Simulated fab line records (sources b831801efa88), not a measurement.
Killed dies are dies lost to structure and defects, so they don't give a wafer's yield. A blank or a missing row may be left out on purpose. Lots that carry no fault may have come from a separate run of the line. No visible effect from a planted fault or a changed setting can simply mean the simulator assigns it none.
Check for tools in common -- flow gf180mcu -- Lots sampled 12, wafers sampled 36

== REASON FOR OPENING ==
Of 12 lots, 2 have the reading V1_CVD_00_THK flagged at GF_V1_THK_MEAS_01. Fault-free wafers read 599 nm, with a standard deviation of 6.
Rule: a lot is flagged when every wafer of it that has a number lies more than 4 standard deviations from that mean, or none has a number. As for the other lots, they are considered sound.

lot,measured,on,"V1_CVD_00_THK (nm), wafer by wafer",flag
L990,day 16 23:34,film metro-03,596 595 592,
L991,day 17 09:56,film metro-02,603 606 608,
L992,day 17 19:45,film metro-03,597 598 598,
L993,day 18 06:14,film metro-03,589 588 586,
L995,day 19 00:56,film metro-02,603 598 597,
L996,day 19 11:18,film metro-03,1193 1203 1189,FLAGGED
L997,day 19 21:19,film metro-03,592 597 593,
L100,day 21 04:02,film metro-02,1208 1207 1209,FLAGGED
L101,day 21 06:25,film metro-02,599 602 600,
L109,day 24 02:16,film metro-02,598 601 604,
L111,day 24 20:06,film metro-04,608 600 605,
L113,day 25 03:11,film metro-03,599 608 603,
Averaged over the flagged lots the numbers come to 1202 nm, +602 nm from the usual (+99 or more standard deviations).

== WHICH TOOL RAN EACH LOT ==
The record holds 1 process step before the reading, out of a route of 602 steps. Cell contents, in order: the tool; ch with the chambers the sampled wafers went through; the start.
lot,flag,GF_V1_CVD_00
L990,,"hdpcvd-01 ch 1,2, day 16 23:29"
L991,,"hdpcvd-02 ch 0,1,2, day 17 09:52"
L992,,"hdpcvd-01 ch 1,2, day 17 19:40"
L993,,"hdpcvd-02 ch 0,2, day 18 06:09"
L995,,"hdpcvd-01 ch 0,1,2, day 19 00:50"
L996,FLAGGED,"hdpcvd-01 ch 0,1,2, day 19 10:59"
L997,,"hdpcvd-01 ch 0,1,2, day 19 21:14"
L100,FLAGGED,"hdpcvd-02 ch 0,1, day 21 03:43"
L101,,"hdpcvd-02 ch 0,2, day 21 06:21"
L109,,"hdpcvd-01 ch 0,1,2, day 24 02:11"
L111,,"hdpcvd-02 ch 0,1, day 24 20:02"
L113,,"hdpcvd-02 ch 0,1,2, day 25 03:07"
These steps, and what they do:
- GF_V1_CVD_00: deposits SiO2, target thk 600 nm, time 100 s.
- GF_V1_THK_MEAS_01

== FLAGGED OVER TOTAL, TOOL BY TOOL (the gauges that took the reading come last) ==
step,tool,lots run,flagged,share of the flagged lots,sound lots run after its first flagged lot
GF_V1_CVD_00,hdpcvd-01,6,1,some,"2 (L997,L109)"
GF_V1_CVD_00,hdpcvd-02,6,1,some,"3 (L101,L111,L113)"
GF_V1_THK_MEAS_01,film metro-02,5,1,some,"2 (L101,L109)"
GF_V1_THK_MEAS_01,film metro-03,6,1,some,"2 (L997,L113)"
GF_V1_THK_MEAS_01,film metro-04,1,0,none,-

== WHAT THE TABLE ALLOWS ==
No row of the table ran every flagged lot.

== WHAT THE SIMULATOR HAD PUT IN ==
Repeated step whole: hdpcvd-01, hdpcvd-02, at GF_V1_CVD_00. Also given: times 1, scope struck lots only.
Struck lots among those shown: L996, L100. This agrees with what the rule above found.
